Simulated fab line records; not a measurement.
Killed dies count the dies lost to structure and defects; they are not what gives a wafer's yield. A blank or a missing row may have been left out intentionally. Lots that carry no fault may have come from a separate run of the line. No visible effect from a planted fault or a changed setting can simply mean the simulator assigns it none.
Which tool is to blame? :: flow gf180mcu :: 12 lots with 34 wafers sampled at 7 steps, on a route of 602 steps

WHAT THE GAUGES READ, wafer by wafer
GF_V2_BOW_MEAS_05. Usual: V2_BOW 99 um, standard deviation 8.8.
lot: L912
measured: day 19 06:23
on: film metro-02
V2_BOW (um): 104 106 101
flag: 

lot: L913
measured: day 19 11:45
on: film metro-04
V2_BOW (um): 96 96 104
flag: 

lot: L916
measured: day 20 11:40
on: film metro-01
V2_BOW (um): 99 112 96
flag: 

lot: L919
measured: day 21 16:23
on: film metro-04
V2_BOW (um): 109 94 99
flag: 

lot: L920
measured: day 22 06:39
on: film metro-02
V2_BOW (um): 88 99 96
flag: 

lot: L923
measured: day 23 13:33
on: film metro-01
V2_BOW (um): 100 113
flag: 

lot: L925
measured: day 24 08:34
on: film metro-04
V2_BOW (um): 111 90 107
flag: 

lot: L927
measured: day 24 14:14
on: film metro-04
V2_BOW (um): 105 98
flag: 

lot: L930
measured: day 25 16:34
on: film metro-02
V2_BOW (um): 92 87 98
flag: 

lot: L931
measured: day 25 22:08
on: film metro-02
V2_BOW (um): 94 79 104
flag: 

lot: L933
measured: day 26 09:46
on: film metro-04
V2_BOW (um): 100 111 86
flag: 

lot: L935
measured: day 26 22:21
on: film metro-04
V2_BOW (um): 113 112 100
flag: 

GF_M3_OVL_MEAS_15. Usual: M3_OVL -2 nm, standard deviation 5.9.
lot: L912
measured: day 21 07:43
on: overlay-01
M3_OVL (nm): -8 -10 -6
flag: 

lot: L913
measured: day 21 12:31
on: overlay-01
M3_OVL (nm): 0 -8 -5
flag: 

lot: L916
measured: day 22 11:38
on: overlay-02
M3_OVL (nm): -2 3 -4
flag: 

lot: L919
measured: day 23 15:59
on: overlay-01
M3_OVL (nm): -10 -2 -1
flag: 

lot: L920
measured: day 24 06:37
on: overlay-02
M3_OVL (nm): 0 -3 0
flag: 

lot: L923
measured: day 25 10:59
on: overlay-02
M3_OVL (nm): 0 -9
flag: 

lot: L925
measured: day 26 06:07
on: overlay-02
M3_OVL (nm): -8 -5 0
flag: 

lot: L927
measured: day 26 11:20
on: overlay-01
M3_OVL (nm): -2 -3
flag: 

lot: L930
measured: day 27 12:41
on: overlay-02
M3_OVL (nm): 4 4 11
flag: 

lot: L931
measured: day 27 18:05
on: overlay-01
M3_OVL (nm): 5 4 8
flag: 

lot: L933
measured: day 28 04:44
on: overlay-02
M3_OVL (nm): -12 -17 -7
flag: 

lot: L935
measured: day 28 16:50
on: overlay-02
M3_OVL (nm): -8 -2 -9
flag: 

GF_V3_THK_MEAS_03. Usual: V3_CVD_02_THK 849 nm, standard deviation 11.
lot: L912
measured: day 21 08:38
on: film metro-03
V3_CVD_02_THK (nm): 843 857 848
flag: 

lot: L913
measured: day 21 13:25
on: film metro-04
V3_CVD_02_THK (nm): 827 840 843
flag: 

lot: L916
measured: day 22 12:37
on: film metro-01
V3_CVD_02_THK (nm): 850 840 857
flag: 

lot: L919
measured: day 23 16:54
on: film metro-01
V3_CVD_02_THK (nm): 846 863 858
flag: 

lot: L920
measured: day 24 07:32
on: film metro-01
V3_CVD_02_THK (nm): 833 849 840
flag: 

lot: L923
measured: day 25 12:01
on: film metro-03
V3_CVD_02_THK (nm): 582 854
flag: OFF

lot: L925
measured: day 26 07:09
on: film metro-03
V3_CVD_02_THK (nm): 850 860 859
flag: 

lot: L927
measured: day 26 12:14
on: film metro-04
V3_CVD_02_THK (nm): 594 852
flag: OFF

lot: L930
measured: day 27 13:35
on: film metro-03
V3_CVD_02_THK (nm): 842 841 858
flag: 

lot: L931
measured: day 27 18:59
on: film metro-03
V3_CVD_02_THK (nm): 855 862 853
flag: 

lot: L933
measured: day 28 05:38
on: film metro-03
V3_CVD_02_THK (nm): 829 834 840
flag: 

lot: L935
measured: day 28 17:44
on: film metro-04
V3_CVD_02_THK (nm): 844 845 850
flag: 

GF_M4_RS_MEAS_05: measures by four-point-probe. Usual: M4_ALCU_RS 0.0697 ohm/sq, standard deviation 0.00066.
lot: L912
measured: day 22 09:23
on: film metro-04
M4_ALCU_RS (ohm/sq): 0.0699 0.0695 0.0695
flag: 

lot: L913
measured: day 22 14:20
on: film metro-03
M4_ALCU_RS (ohm/sq): 0.0694 0.0702 0.0698
flag: 

lot: L916
measured: day 23 13:30
on: film metro-03
M4_ALCU_RS (ohm/sq): 0.0702 0.0698 0.0692
flag: 

lot: L919
measured: day 24 17:45
on: film metro-04
M4_ALCU_RS (ohm/sq): 0.0700 0.0692 0.0690
flag: 

lot: L920
measured: day 25 08:12
on: film metro-03
M4_ALCU_RS (ohm/sq): 0.0697 0.0699 0.0695
flag: 

lot: L923
measured: day 26 11:41
on: film metro-03
M4_ALCU_RS (ohm/sq): 0.0699 0.0705
flag: 

lot: L925
measured: day 27 06:53
on: film metro-02
M4_ALCU_RS (ohm/sq): 0.0693 0.0691 0.0700
flag: 

lot: L927
measured: day 27 11:46
on: film metro-03
M4_ALCU_RS (ohm/sq): 0.0690 0.0691
flag: 

lot: L930
measured: day 28 11:26
on: film metro-02
M4_ALCU_RS (ohm/sq): 0.0700 0.0697 0.0701
flag: 

lot: L931
measured: day 28 17:05
on: film metro-04
M4_ALCU_RS (ohm/sq): 0.0701 0.0695 0.0702
flag: 

lot: L933
measured: day 29 03:20
on: film metro-02
M4_ALCU_RS (ohm/sq): 0.0711 0.0702 0.0706
flag: 

lot: L935
measured: day 29 14:49
on: film metro-04
M4_ALCU_RS (ohm/sq): 0.0703 0.0695 0.0702
flag: 

TOOL THAT RAN EACH LOT (tool first, then ch and the chambers of the sampled wafers, then the start)
lot: L912
GF_V3_CVD_02: pecvd-03 ch 0,1, day 21 08:34
GF_V3_CMP_04: cmp-01 ch 1,2, day 21 08:41
GF_V3_ETCH_17: rie diel-02 ch 1,2, day 22 09:23 or earlier

lot: L913
GF_V3_CVD_02: pecvd-03 ch 0,1, day 21 13:21
GF_V3_CMP_04: cmp-02 ch 0,1,3, day 21 13:32
GF_V3_ETCH_17: rie diel-03 ch 0,2,3, day 22 14:20 or earlier

lot: L916
GF_V3_CVD_02: pecvd-01 ch 1,2, day 22 12:32
GF_V3_CMP_04: cmp-01 ch 0,1,3, day 22 12:43
GF_V3_ETCH_17: rie diel-01 ch 0,1,2, day 23 13:30 or earlier

lot: L919
GF_V3_CVD_02: pecvd-04 ch 1,2, day 23 16:49
GF_V3_CMP_04: cmp-01 ch 0,2,3, day 23 17:06
GF_V3_ETCH_17: rie diel-02 ch 0,1,2, day 24 17:45 or earlier

lot: L920
GF_V3_CVD_02: pecvd-03 ch 0,2, day 24 07:28
GF_V3_CMP_04: cmp-01 ch 1,2,3, day 24 07:41
GF_V3_ETCH_17: rie diel-03 ch 0,1,2, day 25 08:12 or earlier

lot: L923
GF_V3_CVD_02: pecvd-03 ch 0, day 25 11:56
GF_V3_CMP_04: cmp-02 ch 2,3, day 25 12:07
GF_V3_ETCH_17: rie diel-02 ch 0,2, day 26 11:41 or earlier

lot: L925
GF_V3_CVD_02: pecvd-04 ch 0,1,2, day 26 07:05
GF_V3_CMP_04: cmp-01 ch 0,2, day 26 07:16
GF_V3_ETCH_17: rie diel-01 ch 0,1,2, day 27 06:53 or earlier

lot: L927
GF_V3_CVD_02: pecvd-03 ch 0,1, day 26 12:10
GF_V3_CMP_04: cmp-02 ch 0,2, day 26 12:26
GF_V3_ETCH_17: rie diel-03 ch 1,3, day 27 11:46 or earlier

lot: L930
GF_V3_CVD_02: pecvd-01 ch 1,2, day 27 13:31
GF_V3_CMP_04: cmp-02 ch 1,2,3, day 27 13:41
GF_V3_ETCH_17: rie diel-01 ch 0,1,2, day 28 11:26 or earlier

lot: L931
GF_V3_CVD_02: pecvd-01 ch 0,1,2, day 27 18:55
GF_V3_CMP_04: cmp-02 ch 0,1,2, day 27 19:05
GF_V3_ETCH_17: rie diel-02 ch 1,2,3, day 28 17:05 or earlier

lot: L933
GF_V3_CVD_02: pecvd-04 ch 0,1,2, day 28 05:34
GF_V3_CMP_04: cmp-01 ch 0,3, day 28 05:42
GF_V3_ETCH_17: rie diel-03 ch 1,2, day 29 03:20 or earlier

lot: L935
GF_V3_CVD_02: pecvd-03 ch 0,2, day 28 17:40
GF_V3_CMP_04: cmp-01 ch 1,2,3, day 28 17:47
GF_V3_ETCH_17: rie diel-01 ch 1,3, day 29 14:49 or earlier
- GF_V3_CVD_02: deposits SiO2 from TEOS, target thk 850 nm, time 94.851 s.
- GF_V3_CMP_04: polishes SiO2.
- GF_V3_ETCH_17: etches SiO2 in C4F8/O2/Ar, stops on TiN, target depth 635 nm.

AS READ BY THE TOOLS THEMSELVES (means over the sampled wafers that have a number; for cases with no such wafer, the mark the record gives instead)
GF_V3_CVD_02. Usual: heater power outer w 344 W, standard deviation 84; heater power w 592 W, standard deviation 120.
lot: L912
tool: pecvd-03
heater power outer w (W): 324
heater power w (W): 611
flag: 

lot: L913
tool: pecvd-03
heater power outer w (W): 284
heater power w (W): 557
flag: 

lot: L916
tool: pecvd-01
heater power outer w (W): 301
heater power w (W): 474
flag: 

lot: L919
tool: pecvd-04
heater power outer w (W): 428
heater power w (W): 663
flag: 

lot: L920
tool: pecvd-03
heater power outer w (W): 379
heater power w (W): 641
flag: 

lot: L923
tool: pecvd-03
heater power outer w (W): 396
heater power w (W): 708
flag: 

lot: L925
tool: pecvd-04
heater power outer w (W): 436
heater power w (W): 685
flag: 

lot: L927
tool: pecvd-03
heater power outer w (W): 336
heater power w (W): 626
flag: 

lot: L930
tool: pecvd-01
heater power outer w (W): 306
heater power w (W): 483
flag: 

lot: L931
tool: pecvd-01
heater power outer w (W): 341
heater power w (W): 564
flag: 

lot: L933
tool: pecvd-04
heater power outer w (W): 403
heater power w (W): 642
flag: 

lot: L935
tool: pecvd-03
heater power outer w (W): 398
heater power w (W): 690
flag: 

GF_V3_CMP_04. Usual: motor current A 12.5 A, standard deviation 1.7; retaining ring pressure frac 0.999, standard deviation 0.0049; slurry flow ml min 150.0, standard deviation 0.5; time to endpoint s 81 s, standard deviation 4.9.
lot: L912
tool: cmp-01
motor current A (A): 13.7
retaining ring pressure frac: 1.002
slurry flow ml min: 150.6
time to endpoint s (s): 79
flag: 

lot: L913
tool: cmp-02
motor current A (A): 12.8
retaining ring pressure frac: 0.998
slurry flow ml min: 149.5
time to endpoint s (s): 79
flag: 

lot: L916
tool: cmp-01
motor current A (A): 12.5
retaining ring pressure frac: 0.995
slurry flow ml min: 150.0
time to endpoint s (s): 83
flag: 

lot: L919
tool: cmp-01
motor current A (A): 12.2
retaining ring pressure frac: 0.998
slurry flow ml min: 149.7
time to endpoint s (s): 85
flag: 

lot: L920
tool: cmp-01
motor current A (A): 12.6
retaining ring pressure frac: 0.999
slurry flow ml min: 150.3
time to endpoint s (s): 76
flag: 

lot: L923
tool: cmp-02
motor current A (A): 13.7
retaining ring pressure frac: 1.002
slurry flow ml min: 149.5
time to endpoint s (s): 66
flag: OFF

lot: L925
tool: cmp-01
motor current A (A): 12.1
retaining ring pressure frac: 1.002
slurry flow ml min: 149.7
time to endpoint s (s): 83
flag: 

lot: L927
tool: cmp-02
motor current A (A): 11.8
retaining ring pressure frac: 0.994
slurry flow ml min: 149.5
time to endpoint s (s): 66
flag: OFF

lot: L930
tool: cmp-02
motor current A (A): 12.9
retaining ring pressure frac: 0.994
slurry flow ml min: 149.7
time to endpoint s (s): 81
flag: 

lot: L931
tool: cmp-02
motor current A (A): 11.3
retaining ring pressure frac: 1.003
slurry flow ml min: 149.9
time to endpoint s (s): 83
flag: 

lot: L933
tool: cmp-01
motor current A (A): 12.2
retaining ring pressure frac: 1.002
slurry flow ml min: 149.6
time to endpoint s (s): 76
flag: 

lot: L935
tool: cmp-01
motor current A (A): 12.9
retaining ring pressure frac: 0.998
slurry flow ml min: 150.2
time to endpoint s (s): 82
flag: 

GF_V3_ETCH_17. Usual: oes product au 0.856 a.u., standard deviation 0.004.
lot: L912
tool: rie diel-02
oes product au (a.u.): 0.851
flag: 

lot: L913
tool: rie diel-03
oes product au (a.u.): 0.859
flag: 

lot: L916
tool: rie diel-01
oes product au (a.u.): 0.857
flag: 

lot: L919
tool: rie diel-02
oes product au (a.u.): 0.855
flag: 

lot: L920
tool: rie diel-03
oes product au (a.u.): 0.856
flag: 

lot: L923
tool: rie diel-02
oes product au (a.u.): 0.835
flag: OFF

lot: L925
tool: rie diel-01
oes product au (a.u.): 0.855
flag: 

lot: L927
tool: rie diel-03
oes product au (a.u.): 0.843
flag: OFF

lot: L930
tool: rie diel-01
oes product au (a.u.): 0.857
flag: 

lot: L931
tool: rie diel-02
oes product au (a.u.): 0.856
flag: 

lot: L933
tool: rie diel-03
oes product au (a.u.): 0.860
flag: 

lot: L935
tool: rie diel-01
oes product au (a.u.): 0.853
flag: 

THE ANSWER, worked out from the rows above alone
Rule: a lot is off if the mean of its wafers that have a number lies more than 3 standard deviations from the usual mean. Also off: a lot with no number at a reading for which 4 or more lots have one. The other lots that the step has rows for count as sound. First the gauges in route order, then the tools' own readings, where a lot's mean is used as printed above. At the first step where some lot is off, the reading lying furthest off is the one used; lots without a number count as furthest.
Off: L923, L927, at GF_V3_THK_MEAS_03 (V3_CVD_02_THK).
If a tool, at a process step before that reading, ran all the lots that are off and no sound lot after the first of them, it fits. The gauges at GF_V3_THK_MEAS_03 aren't tried: what is off there is off at GF_V3_CMP_04 too, on other tools, and a gauge's error can't cause that. Of those tried, none fits.

WHAT WAS PUT IN BY THE SIMULATOR
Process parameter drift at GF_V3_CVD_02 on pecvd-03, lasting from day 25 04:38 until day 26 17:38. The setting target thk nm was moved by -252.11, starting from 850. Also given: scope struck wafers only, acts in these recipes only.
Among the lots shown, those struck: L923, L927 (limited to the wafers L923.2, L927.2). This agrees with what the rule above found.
